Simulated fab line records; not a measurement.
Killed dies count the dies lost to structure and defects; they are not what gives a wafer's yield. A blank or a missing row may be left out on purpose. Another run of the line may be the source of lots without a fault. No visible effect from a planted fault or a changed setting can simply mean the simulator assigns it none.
Chamber matching | flow gf180mcu | 4 sister chambers for GF_STI_CMP_25 on cmp-01
The step polishes, stops on Si3N4, t overpolish 33 s, target thk 524.6 nm. 14 wafers are shown with their chamber, then 7 later ones without.

WAFERS, EACH WITH ITS CHAMBER
wafer  | chamber | motor current A (A) | time to endpoint s (s) | edge zone pressure frac
L300.1 | 0       | 12.2                | 136                    | 1.005
L300.3 | 2       | 11.7                | 125                    | 0.998
L300.6 | 1       | 10.0                | 133                    | 1.005
L301.2 | 1       | 10.2                | 132                    | 0.994
L301.4 | 3       | 10.3                | 128                    | 1.003
L301.5 | 3       | 10.4                | 123                    | 1.003
L304.1 | 2       | 12.1                | 127                    | 1.001
L304.3 | 3       | 10.4                | 121                    | 0.991
L304.5 | 0       | 11.7                | 137                    | 1.002
L305.3 | 1       | 10.0                | 135                    | 1.006
L305.5 | 3       | 10.1                | 126                    | 0.992
L305.6 | 0       | 12.5                | 132                    | 1.004
L306.2 | 1       | 9.8                 | 129                    | 0.995
L306.3 | 3       | 10.1                | 119                    | 0.995

SIGNATURES (averages over the wafers above)
reading                 | chamber 0 | chamber 1 | chamber 2 | chamber 3 | scatter within a chamber
motor current A         | 12.133    | 10.000    | 11.900    | 10.260    | 0.241
time to endpoint s      | 135.00    | 132.25    | 126.00    | 123.40    | 2.97
edge zone pressure frac | 1.00367   | 1.00000   | 0.99950   | 0.99680   | 0.00518
Rule: a wafer lies at a distance from a chamber equal to the root of the sum of squares, over the readings, of (its reading less the chamber's mean, divided by the reading's scatter). If the next closest chamber is less than 2 further off than the closest, the wafer can't be placed; otherwise it belongs to the closest. The scatter: the root of (the sum of the squares of (reading less its chamber's mean) over the shown wafers, divided by (wafers less chambers)).

WAFERS WHOSE CHAMBER IS MISSING
wafer  | motor current A (A) | time to endpoint s (s) | edge zone pressure frac
L306.6 | 11.7                | 117                    | 0.996
L307.1 | 11.5                | 124                    | 1.003
L307.3 | 10.7                | 121                    | 1.006
L307.5 | 11.9                | 121                    | 1.006
L321.1 | 10.4                | 129                    | 1.005
L321.3 | 12.1                | 131                    | 1.004
L321.6 | 9.7                 | 132                    | 1.008

WHICH CHAMBER EACH WENT THROUGH
wafer  | from the rows above     | in truth
L306.6 | 2                       | 2
L307.1 | 2                       | 2
L307.3 | 3                       | 3
L307.5 | 2                       | 2
L321.1 | can't be placed: 1 or 3 | 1
L321.3 | can't be placed: 0 or 2 | 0
L321.6 | 1                       | 1
Correctly placed: 5 of 7. Cannot be placed on the basis of these rows: 2; the candidates contain the true chamber in 2. 0 placed wrongly.
